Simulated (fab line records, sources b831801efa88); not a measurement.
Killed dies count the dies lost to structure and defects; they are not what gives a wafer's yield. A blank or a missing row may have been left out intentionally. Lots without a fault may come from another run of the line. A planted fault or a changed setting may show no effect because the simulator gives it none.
Chamber matching || flow gf180mcu || cmp-01 running GF_V4_CMP_04: 4 sister chambers
The step polishes SiO2. 17 wafers are shown with their chamber, then 8 later ones without.

== WAFERS PAIRED WITH THEIR CHAMBERS ==
{"wafer": "L347.2", "chamber": 2, "motor-current-A (A)": 12.4, "time-to-endpoint-s (s)": 77}
{"wafer": "L347.4", "chamber": 1, "motor-current-A (A)": 12.9, "time-to-endpoint-s (s)": 86}
{"wafer": "L347.5", "chamber": 1, "motor-current-A (A)": 12.7, "time-to-endpoint-s (s)": 79}
{"wafer": "L348.1", "chamber": 1, "motor-current-A (A)": 12.6, "time-to-endpoint-s (s)": 74}
{"wafer": "L348.4", "chamber": 3, "motor-current-A (A)": 15.3, "time-to-endpoint-s (s)": 82}
{"wafer": "L348.5", "chamber": 2, "motor-current-A (A)": 11.8, "time-to-endpoint-s (s)": 90}
{"wafer": "L349.1", "chamber": 3, "motor-current-A (A)": 14.9, "time-to-endpoint-s (s)": 83}
{"wafer": "L349.3", "chamber": 1, "motor-current-A (A)": 12.7, "time-to-endpoint-s (s)": 80}
{"wafer": "L349.4", "chamber": 0, "motor-current-A (A)": 10.8, "time-to-endpoint-s (s)": 85}
{"wafer": "L350.3", "chamber": 2, "motor-current-A (A)": 12.6, "time-to-endpoint-s (s)": 75}
{"wafer": "L350.4", "chamber": 1, "motor-current-A (A)": 13.0, "time-to-endpoint-s (s)": 81}
{"wafer": "L350.5", "chamber": 0, "motor-current-A (A)": 10.5, "time-to-endpoint-s (s)": 80}
{"wafer": "L351.2", "chamber": 3, "motor-current-A (A)": 14.9, "time-to-endpoint-s (s)": 80}
{"wafer": "L351.3", "chamber": 1, "motor-current-A (A)": 12.6, "time-to-endpoint-s (s)": 75}
{"wafer": "L351.6", "chamber": 1, "motor-current-A (A)": 12.7, "time-to-endpoint-s (s)": 77}
{"wafer": "L355.4", "chamber": 0, "motor-current-A (A)": 10.7, "time-to-endpoint-s (s)": 86}
{"wafer": "L366.1", "chamber": 1, "motor-current-A (A)": 13.1, "time-to-endpoint-s (s)": 70}

SIGNATURES (means of the wafers above)
{"reading": "motor-current-A", "chamber 0": 10.667, "chamber 1": 12.787, "chamber 2": 12.267, "chamber 3": 15.033, "scatter within a chamber": 0.24}
{"reading": "time-to-endpoint-s", "chamber 0": 83.67, "chamber 1": 77.75, "chamber 2": 80.67, "chamber 3": 81.67, "scatter within a chamber": 5}
Rule: distance of a wafer from a chamber = root of the sum over the readings of ((wafer's reading minus chamber's mean) / reading's scatter) squared. The wafer belongs to the nearest chamber; if the next one is less than 2 further off, it can't be placed. How the scatter is found: for the shown wafers, subtract from each reading the mean of its chamber, square and add these, divide the total by (wafers less chambers), then take the root.

== WAFERS WITHOUT THEIR CHAMBER ==
{"wafer": "L366.3", "motor-current-A (A)": 13.4, "time-to-endpoint-s (s)": 68}
{"wafer": "L366.5", "motor-current-A (A)": 14.8, "time-to-endpoint-s (s)": 86}
{"wafer": "L367.1", "motor-current-A (A)": 10.8, "time-to-endpoint-s (s)": 80}
{"wafer": "L367.2", "motor-current-A (A)": 13.2, "time-to-endpoint-s (s)": 78}
{"wafer": "L367.3", "motor-current-A (A)": 14.9, "time-to-endpoint-s (s)": 75}
{"wafer": "L369.3", "motor-current-A (A)": 15.3, "time-to-endpoint-s (s)": 77}
{"wafer": "L369.4", "motor-current-A (A)": 10.8, "time-to-endpoint-s (s)": 81}
{"wafer": "L369.5", "motor-current-A (A)": 12.5, "time-to-endpoint-s (s)": 89}

== CHAMBER TAKEN BY EACH ==
{"wafer": "L366.3", "from the rows above": 1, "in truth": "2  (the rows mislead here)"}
{"wafer": "L366.5", "from the rows above": 3, "in truth": 3}
{"wafer": "L367.1", "from the rows above": 0, "in truth": 0}
{"wafer": "L367.2", "from the rows above": 1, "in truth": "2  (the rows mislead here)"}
{"wafer": "L367.3", "from the rows above": 3, "in truth": 3}
{"wafer": "L369.3", "from the rows above": 3, "in truth": 3}
{"wafer": "L369.4", "from the rows above": 0, "in truth": 0}
{"wafer": "L369.5", "from the rows above": "can't be placed: 2 or 1", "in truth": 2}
Correctly placed: 5 of 8. Unplaceable from these rows: 1, with the true chamber sitting among the candidates in 1. Wrongly placed: 2.
